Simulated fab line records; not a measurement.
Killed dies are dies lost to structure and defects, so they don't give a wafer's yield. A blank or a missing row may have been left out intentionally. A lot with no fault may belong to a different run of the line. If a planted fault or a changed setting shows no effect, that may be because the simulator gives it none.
Matching of chambers / flow sky130 / SKY_VIA3_CMP_02 on cmp-01 has 4 sister chambers
The step polishes SiO2. 4 wafers are shown with their chamber, then 7 later ones without.

## WAFERS, EACH WITH ITS CHAMBER
wafer=L585.2; chamber=1; motorCurrentA (A)=14.4
wafer=L592.5; chamber=2; motorCurrentA (A)=12.8
wafer=L596.1; chamber=0; motorCurrentA (A)=14.1
wafer=L596.2; chamber=3; motorCurrentA (A)=11.8

## WAFERS WITH NO CHAMBER GIVEN
wafer=L596.3; motorCurrentA (A)=12.6
wafer=L597.2; motorCurrentA (A)=12.8
wafer=L597.5; motorCurrentA (A)=14.3
wafer=L597.6; motorCurrentA (A)=13.9
wafer=L604.1; motorCurrentA (A)=13.7
wafer=L604.2; motorCurrentA (A)=13.2
wafer=L604.5; motorCurrentA (A)=11.0

## WHICH CHAMBER EACH ONE RAN IN
wafer=L596.3; from the rows above=can't be placed: 2 or 3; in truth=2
wafer=L597.2; from the rows above=2; in truth=2
wafer=L597.5; from the rows above=can't be placed: 1 or 0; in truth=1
wafer=L597.6; from the rows above=can't be placed: 0 or 1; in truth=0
wafer=L604.1; from the rows above=can't be placed: 0 or 1 or 2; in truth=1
wafer=L604.2; from the rows above=can't be placed: 2 or 0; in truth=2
wafer=L604.5; from the rows above=3; in truth=3
2 of 7 placed correctly. These rows do not allow placing 5 (true chamber among the candidates in 5). Wrongly placed: 0.
How it was worked out, from the rows above alone: a wafer's distance from a chamber is the root of the sum, over the readings, of the square of ((its reading less the chamber's mean) divided by the reading's scatter). The wafer belongs to the nearest chamber; if the next one is less than 2 further off, it can't be placed. The mean given for a chamber averages the wafers shown for that chamber. The scatter (one wafer shown for each chamber): square how far every hidden wafer sits from the nearest shown wafer, average those squares and take the square root.
